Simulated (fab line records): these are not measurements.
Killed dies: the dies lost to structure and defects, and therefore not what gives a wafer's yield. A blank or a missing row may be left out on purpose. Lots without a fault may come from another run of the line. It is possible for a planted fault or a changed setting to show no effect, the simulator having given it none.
Matching of chambers + flow gf180mcu + GF_V3_CVD_02 on pecvd-04 has 3 sister chambers
The step deposits SiO2 from TEOS, target thk 850 nm, time 94.851 s. 3 wafers are shown with their chamber, then 11 later ones without.

WAFERS, EACH WITH ITS CHAMBER
| wafer  | chamber | heater power w (W) |
|--------|---------|--------------------|
| L084.1 | 0       | 522                |
| L084.4 | 2       | 765                |
| L085.3 | 1       | 646                |

WAFERS WITH NO CHAMBER GIVEN
| wafer  | heater power w (W) |
|--------|--------------------|
| L085.4 | 689                |
| L085.5 | 529                |
| L090.2 | 767                |
| L090.3 | 659                |
| L090.5 | 799                |
| L092.1 | 735                |
| L092.3 | 522                |
| L092.4 | 735                |
| L094.3 | 758                |
| L094.4 | 542                |
| L094.6 | 772                |

WHICH CHAMBER EACH WENT THROUGH
| wafer  | from the rows above     | in truth |
|--------|-------------------------|----------|
| L085.4 | can't be placed: 1 or 2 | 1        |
| L085.5 | 0                       | 0        |
| L090.2 | 2                       | 2        |
| L090.3 | 1                       | 1        |
| L090.5 | 2                       | 2        |
| L092.1 | 2                       | 2        |
| L092.3 | 0                       | 0        |
| L092.4 | 2                       | 2        |
| L094.3 | 2                       | 2        |
| L094.4 | 0                       | 0        |
| L094.6 | 2                       | 2        |
Correct placement for 10 of the 11. Cannot be placed on the basis of these rows: 1; the candidates contain the true chamber in 1. Number placed wrongly: 0.
How it was worked out, from the rows above alone: a wafer's distance from a chamber is the root of the sum, over the readings, of the square of ((its reading less the chamber's mean) divided by the reading's scatter). If the next closest chamber is less than 2 further off than the closest, the wafer can't be placed; otherwise it belongs to the closest. Each chamber's mean is taken over the wafers shown for it. The scatter: root of mean squared gap, hidden wafer to nearest shown wafer, with one shown wafer a chamber.
